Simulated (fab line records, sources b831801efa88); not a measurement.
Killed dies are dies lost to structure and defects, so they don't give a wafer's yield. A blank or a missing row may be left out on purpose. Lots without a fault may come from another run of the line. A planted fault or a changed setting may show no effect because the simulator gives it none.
Chamber matching | flow gf180mcu | GF_V5_CVD_02 on pecvd-03: 3 sister chambers
The step deposits SiO2 from TEOS, target thk 1450 nm, time 163.28 s. 14 wafers are shown with their chamber, then 7 later ones without.

WAFERS WITH THEIR CHAMBER
wafer  | chamber | heater_power_w (W) | heater_power_outer_w (W) | rf_fwd_power_W (W)
L077.3 | 2       | 872                | 528                      | 580.1
L077.4 | 2       | 747                | 404                      | 580.9
L077.6 | 1       | 647                | 358                      | 579.6
L078.4 | 2       | 743                | 411                      | 583.1
L078.5 | 1       | 652                | 359                      | 579.5
L078.6 | 0       | 504                | 277                      | 581.0
L080.2 | 1       | 807                | 475                      | 581.0
L080.3 | 2       | 930                | 545                      | 581.7
L080.6 | 1       | 650                | 366                      | 581.5
L082.1 | 1       | 726                | 404                      | 582.7
L082.2 | 2       | 803                | 476                      | 582.1
L082.5 | 2       | 864                | 531                      | 583.8
L083.1 | 1       | 692                | 394                      | 578.9
L083.2 | 0       | 633                | 367                      | 579.2

SIGNATURES (means of the wafers above)
reading              | chamber 0 | chamber 1 | chamber 2 | scatter within a chamber
heater_power_w       | 568.50    | 695.67    | 826.50    | 71.4
heater_power_outer_w | 322.00    | 392.67    | 482.50    | 55.3
rf_fwd_power_W       | 580.100   | 580.533   | 581.950   | 1.4
Rule: a wafer's distance from a chamber is the root of the sum, over the readings, of the square of ((its reading less the chamber's mean) divided by the reading's scatter). The wafer belongs to the nearest chamber; if the next one is less than 2 further off, it can't be placed. The scatter: the root of (the sum of the squares of (reading less its chamber's mean) over the shown wafers, divided by (wafers less chambers)).

WAFERS WITHOUT THEIR CHAMBER
wafer  | heater_power_w (W) | heater_power_outer_w (W) | rf_fwd_power_W (W)
L083.4 | 509                | 274                      | 581.1
L086.2 | 878                | 551                      | 584.6
L086.4 | 502                | 276                      | 581.9
L086.5 | 786                | 470                      | 583.1
L089.1 | 767                | 456                      | 583.9
L089.2 | 545                | 299                      | 580.1
L089.3 | 865                | 527                      | 581.0

WHICH CHAMBER EACH WENT THROUGH
wafer  | from the rows above     | in truth
L083.4 | 0                       | 0
L086.2 | 2                       | 2
L086.4 | can't be placed: 0 or 1 | 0
L086.5 | can't be placed: 2 or 1 | 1
L089.1 | can't be placed: 2 or 1 | 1
L089.2 | 0                       | 0
L089.3 | 2                       | 2
Placed correctly: 4 of 7. Can't be placed from these rows: 3 (the true chamber is among the candidates in 3). Placed wrongly: 0.
